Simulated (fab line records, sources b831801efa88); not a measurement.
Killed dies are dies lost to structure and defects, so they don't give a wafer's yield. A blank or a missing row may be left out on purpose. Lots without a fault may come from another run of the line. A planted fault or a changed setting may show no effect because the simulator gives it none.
Chamber matching | flow sky130 | SKY_VIA4_ETCH_12 on rie_diel-04: 4 sister chambers
The step etches SiO2 in C4F8/O2/Ar, stops on TiN, target depth 580 nm. 8 wafers are shown with their chamber, then 9 later ones without.

WAFERS WITH THEIR CHAMBER
wafer  | chamber | oes_product_au (a.u.)
L075.3 | 0       | 0.935
L076.4 | 2       | 0.925
L079.1 | 0       | 0.921
L083.3 | 1       | 0.928
L083.5 | 3       | 0.919
L089.4 | 3       | 0.930
L089.5 | 2       | 0.926
L089.6 | 1       | 0.923

WAFERS WITHOUT THEIR CHAMBER
wafer  | oes_product_au (a.u.)
L091.1 | 0.926
L091.2 | 0.934
L091.5 | 0.925
L095.2 | 0.930
L095.4 | 0.921
L095.5 | 0.923
L097.2 | 0.929
L097.3 | 0.921
L097.6 | 0.922

WHICH CHAMBER EACH WENT THROUGH
wafer  | from the rows above               | in truth
L091.1 | can't be placed: 1 or 2 or 3 or 0 | 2
L091.2 | can't be placed: 0 or 1 or 2 or 3 | 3
L091.5 | can't be placed: 1 or 2 or 3 or 0 | 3
L095.2 | can't be placed: 0 or 1 or 2 or 3 | 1
L095.4 | can't be placed: 3 or 1 or 2 or 0 | 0
L095.5 | can't be placed: 3 or 1 or 2 or 0 | 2
L097.2 | can't be placed: 0 or 1 or 2 or 3 | 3
L097.3 | can't be placed: 3 or 1 or 2 or 0 | 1
L097.6 | can't be placed: 3 or 1 or 2 or 0 | 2
Placed correctly: 0 of 9. Can't be placed from these rows: 9 (the true chamber is among the candidates in 9). Placed wrongly: 0.
How it was worked out, from the rows above alone: a wafer's distance from a chamber is the root of the sum, over the readings, of the square of ((its reading less the chamber's mean) divided by the reading's scatter). The wafer belongs to the nearest chamber; if the next one is less than 2 further off, it can't be placed. A chamber's mean is the mean of its shown wafers. The scatter: the root of (the sum of the squares of (reading less its chamber's mean) over the shown wafers, divided by (wafers less chambers)).
